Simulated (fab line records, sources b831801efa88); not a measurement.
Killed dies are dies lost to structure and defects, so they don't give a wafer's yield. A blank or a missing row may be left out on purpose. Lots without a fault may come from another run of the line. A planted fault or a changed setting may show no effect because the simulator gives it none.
Chamber matching | flow sky130 | SKY_VIA1_HDPCVD_00 on hdpcvd-01: 3 sister chambers
The step deposits SiO2, target thk 1030 nm, time 171.7 s. 14 wafers are shown with their chamber, then 7 later ones without.

WAFERS WITH THEIR CHAMBER
wafer  | chamber | sih4_flow_sccm (sccm)
L206.3 | 2       | 59.86
L206.4 | 1       | 60.26
L206.5 | 2       | 60.09
L210.1 | 2       | 59.84
L210.2 | 1       | 59.89
L210.4 | 0       | 59.86
L213.3 | 1       | 59.96
L213.4 | 1       | 60.02
L213.5 | 2       | 59.86
L212.4 | 2       | 60.17
L212.5 | 0       | 60.20
L212.6 | 1       | 60.10
L215.1 | 1       | 60.11
L215.5 | 1       | 59.99

SIGNATURES (means of the wafers above)
reading        | chamber 0 | chamber 1 | chamber 2 | scatter within a chamber
sih4_flow_sccm | 60.0300   | 60.0471   | 59.9640   | 0.148
Rule: a wafer's distance from a chamber is the root of the sum, over the readings, of the square of ((its reading less the chamber's mean) divided by the reading's scatter). The wafer belongs to the nearest chamber; if the next one is less than 2 further off, it can't be placed. The scatter: the root of (the sum of the squares of (reading less its chamber's mean) over the shown wafers, divided by (wafers less chambers)).

WAFERS WITHOUT THEIR CHAMBER
wafer  | sih4_flow_sccm (sccm)
L215.6 | 60.24
L226.2 | 60.20
L226.4 | 60.20
L226.6 | 60.36
L227.1 | 60.20
L227.4 | 60.09
L227.6 | 60.12

WHICH CHAMBER EACH WENT THROUGH
wafer  | from the rows above          | in truth
L215.6 | can't be placed: 1 or 0 or 2 | 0
L226.2 | can't be placed: 1 or 0 or 2 | 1
L226.4 | can't be placed: 1 or 0 or 2 | 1
L226.6 | can't be placed: 1 or 0 or 2 | 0
L227.1 | can't be placed: 1 or 0 or 2 | 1
L227.4 | can't be placed: 1 or 0 or 2 | 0
L227.6 | can't be placed: 1 or 0 or 2 | 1
Placed correctly: 0 of 7. Can't be placed from these rows: 7 (the true chamber is among the candidates in 7). Placed wrongly: 0.
